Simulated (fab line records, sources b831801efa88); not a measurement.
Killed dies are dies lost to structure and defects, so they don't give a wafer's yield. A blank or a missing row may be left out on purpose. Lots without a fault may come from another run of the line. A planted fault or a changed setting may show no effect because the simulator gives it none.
A struck lot beside a sound one | flow gf180mcu | 30 steps out of a route of 602
Sound: wafers L472.3, L472.4, L472.5. Struck: wafers L476.2, L476.4, L476.5. The cause comes at the end.
At each step with rows: each side's tool, then ch and its chambers, then its first start. Under that, the readings that differ: sound wafers | struck wafers | difference of the means | sigmas: that difference in standard deviations of wafers without a fault.
alike: readings whose means differ by less than 2 such deviations, and words and numbers that are the same on both sides. not compared: withheld readings, readings that some wafer has no value for, bounds like >300 that may hide the same value, and numbers for which the record gives no deviation and whose values overlap.
The two part at a step that has a row with sigmas, a row that says differs or no value, or rows on one side only. Numbers that don't overlap but have no deviation are shown without sigmas and don't part them. A reading that every wafer of one side lacks parts them only if that side has two wafers or more.

first, 3 steps without rows for these wafers: GF_PSD_EXPOSE_04 (exposes mask Pplus, target cd 400 nm); GF_PSD_PEB_05; GF_PSD_DEVELOP_06 (develop time 60 s).
GF_PSD_CD_MEAS_07: target cd 400 nm.
  sound on cd_sem-01, day 18 22:04; struck on cd_sem-02, day 19 21:33
  alike: cd_nm
GF_PSD_OVL_MEAS_08:
  sound on overlay-02, day 18 22:10; struck on overlay-02, day 19 21:40
  alike: PSD_OVL
then, 1 step without rows for these wafers: GF_PSD_IMPLANT_09.
GF_PSD_STRIP_10: strips in O2/N2.
  sound on plasma_asher-01 ch 0,1, day 18 22:22; struck on plasma_asher-01 ch 0,1, day 19 21:50
  alike: drypump_motor_current_A, heater_power_w, oes_product_au, strip_time_to_endpoint_s
  not compared: rf_hours_counter_h
GF_PSD_TW_MEAS_11:
  sound on film_metro-04, day 18 22:27; struck on film_metro-04, day 19 21:57
  alike: PSD_TW
then, 1 step without rows for these wafers: GF_PSD_CLEAN_12 (cleans in SC1/SC2, time 150 s).
GF_PSD_RTA_13: time 20 s.
  sound on rtp_anneal-01 ch 0, day 18 22:35; struck on rtp_anneal-02 ch 0, day 19 22:04
  reading            | sound    | struck   | difference | sigmas
  lamp_power_pct (%) | 28 28 28 | 41 41 41 | +13        | +2
  alike: chamber_o2_ppm, wafer_temp_C_max
GF_PSD_RS_MEAS_14: measures by four-point-probe.
  sound on film_metro-01, day 18 22:40; struck on film_metro-03, day 19 22:09
  alike: NSD_RS
GF_PSD_RS_MEAS_15: measures by four-point-probe.
  sound on film_metro-01, day 18 22:47; struck on film_metro-03, day 19 22:16
  alike: PSD_RS
GF_SAB_CVD_00: deposits SiO2 from TEOS, target thk 50 nm, time 4.9302 s.
  sound on pecvd-02 ch 0,1,2, day 18 22:52; struck on pecvd-02 ch 0,1, day 19 22:22
  reading                              | sound             | struck            | difference | sigmas
  model.SiO2_of_SAB_CVD_00.thk_nm (nm) | 49.46 50.58 50.19 | 44.02 44.77 44.94 | -5.50      |
  alike: heater_power_w
GF_SAB_THK_MEAS_01:
  sound on film_metro-03, day 18 22:55; struck on film_metro-01, day 19 22:24
  reading             | sound          | struck         | difference | sigmas
  SAB_CVD_00_THK (nm) | 49.5 50.6 50.1 | 44.0 44.7 44.9 | -5.5       | -9
then, 7 steps without rows for these wafers: GF_SAB_DEHYDRATE_02 (time 60 s); GF_SAB_HMDS_03 (prime time 60 s); GF_SAB_COAT_04 (resist thk 1000 nm); GF_SAB_SOFTBAKE_05 (time 60 s); GF_SAB_EXPOSE_06 (exposes mask SAB, target cd 420 nm); GF_SAB_PEB_07; GF_SAB_DEVELOP_08 (develop time 60 s).
GF_SAB_CD_MEAS_09: target cd 420 nm.
  sound on cd_sem-02, day 19 23:13; struck on cd_sem-02, day 20 22:02
  alike: cd_nm
GF_SAB_OVL_MEAS_10:
  sound on overlay-01, day 19 23:18; struck on overlay-01, day 20 22:09
  alike: SAB_OVL
GF_SAB_ETCH_11: etches SiO2 in C4F8/O2/Ar, target depth 55 nm, time 8.5 s.
  sound on rie_diel-04 ch 1,2, day 19 23:19; struck on rie_diel-04 ch 1,2, day 20 22:11
  alike: oes_product_au
  not compared: rf_hours_counter_h
then, 1 step without rows for these wafers: GF_SAB_WET_ETCH_12 (etches SiO2 in dHF, target depth 22 nm, time 440 s).
GF_SAB_STRIP_13: strips in O2/N2.
  sound on plasma_asher-03 ch 0,1, day 19 23:31; struck on plasma_asher-03 ch 0,1, day 20 22:20
  alike: drypump_motor_current_A, heater_power_w, oes_product_au, strip_time_to_endpoint_s
  not compared: rf_hours_counter_h
then, 1 step without rows for these wafers: GF_SALICIDE_CLEAN_00 (cleans in SC1/SC2, time 150 s).
GF_SALICIDE_WET_ETCH_01: etches SiO2 in dHF, target depth 5 nm, time 100 s.
  sound on wet_bench-03 ch 1, day 19 23:37; struck on wet_bench-01 ch 2, day 20 22:29
  reading                              | sound             | struck            | difference | sigmas
  model.SiO2_of_SAB_CVD_00.thk_nm (nm) | 38.67 39.79 39.41 | 33.25 34.08 34.29 | -5.42      |
GF_SALICIDE_SPUTTER_02: material Co, target thk 10 nm, time 20 s.
  sound on pvd_sputter-02, day 19 23:40; struck on pvd_sputter-01, day 20 22:31
  alike: cathode_dc_power_W, chamber_pressure_pa, throttle_valve_pct
-- the record jumps here: 13 days lie between the struck wafers' starts before and after (it left off in module SALICIDE and takes up again in module PASSIVATION, whose first step shown is number 602 of the route) --
GF_PASSIVATION_PROBE_99:
  the record has rows for the struck wafers here (prober-01, day 33 12:38) and none for the sound ones

WHERE THEY PART
First at GF_PSD_RTA_13; last, within this record, at GF_PASSIVATION_PROBE_99.

WHY: what the simulator had put in
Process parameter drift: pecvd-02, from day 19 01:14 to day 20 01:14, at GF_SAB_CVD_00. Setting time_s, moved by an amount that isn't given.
